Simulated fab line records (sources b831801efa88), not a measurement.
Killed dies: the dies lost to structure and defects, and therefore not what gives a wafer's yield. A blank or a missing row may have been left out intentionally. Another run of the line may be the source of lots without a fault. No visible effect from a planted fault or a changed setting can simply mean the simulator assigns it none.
Code-filled problem report in 8D (eight disciplines) form    flow gf180mcu    the parts of the form that need people (team, actions taken, sign-off) are left out

== 1. WHAT IS WRONG ==
developer_temp_C at GF_V1_DEVELOP_13 reads a mean of 20.20 C on 6 wafers of 2 lots; wafers without a fault read 21.05 C with a standard deviation of 0.099. Measured from the usual mean, that is -8.6 standard deviations.
The step: develop time 60 s.
Earliest sighting: wafer L189.2 on litho_track-04 at day 21 10:24. The record holds 39 wafers of 13 lots with a number at this step. By rule, "out" or "out of limits" means more than 4 standard deviations away from the usual mean. The rest of the wafers with a number are treated as sound.

== 2. WHAT THIS IS AND IS NOT ==
question                     is                      is not
which readings at this step  developer_temp_C        -
which lots                   L189, L191              L181, L182, L184, L185, L186, L196, L197, L199, L200, L202, L203
which wafers of those lots   all that have a number  -
read on which tools          litho_track-04          litho_track-01, litho_track-03
when                         from day 21 10:24       up to then (15 sound wafers); but 18 sound wafers of L196, L197, L199, L200, L202, L203 came after

== 3. SUSPECTS, AND WHAT RULES EACH OUT ==
Counting: a tool at any process step up to the reading remains a suspect when it ran all the lots that are out and ran no sound lot after the first of those.
- litho_track-04 at GF_V1_DEVELOP_13 (develop time 60 s): kept. All lots that are out passed through it, beginning with L189 at day 21 10:24, and no sound lot followed; its final sound lot before that point was L186 at day 20 10:50. Out on those wafers are its own readings of developer_temp_C.
Remaining after the count: litho_track-04 at GF_V1_DEVELOP_13.

== 4. THE CAUSE (what the simulator had put in) ==
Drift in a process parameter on litho_track-04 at GF_V1_DEVELOP_13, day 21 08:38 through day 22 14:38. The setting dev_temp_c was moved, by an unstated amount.
Counting left only this tool.

== 5. THE CHAIN OF EFFECTS, in route order ==
One row per reading whose mean, taken over the struck wafers that have a number, lies over 3 standard deviations from the usual. Only readings whose record carries a usual standard deviation are examined. hours: median over the lots of the time between each lot's start at the first step of this table that gives one and its start at this step. sigmas: the change, counted in usual standard deviations.
hours  step              reading           usual    on struck wafers  change  sigmas
0      GF_V1_DEVELOP_13  developer_temp_C  21.05 C  20.20             -0.85   -8.6
Process steps it contains:
- GF_V1_DEVELOP_13: develop time 60 s.

== 6. WHAT WOULD HAVE CAUGHT IT SOONER ==
2 hours passed between the start of the fault at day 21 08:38 and the first reading out of limits in this record, taken at day 21 10:24.
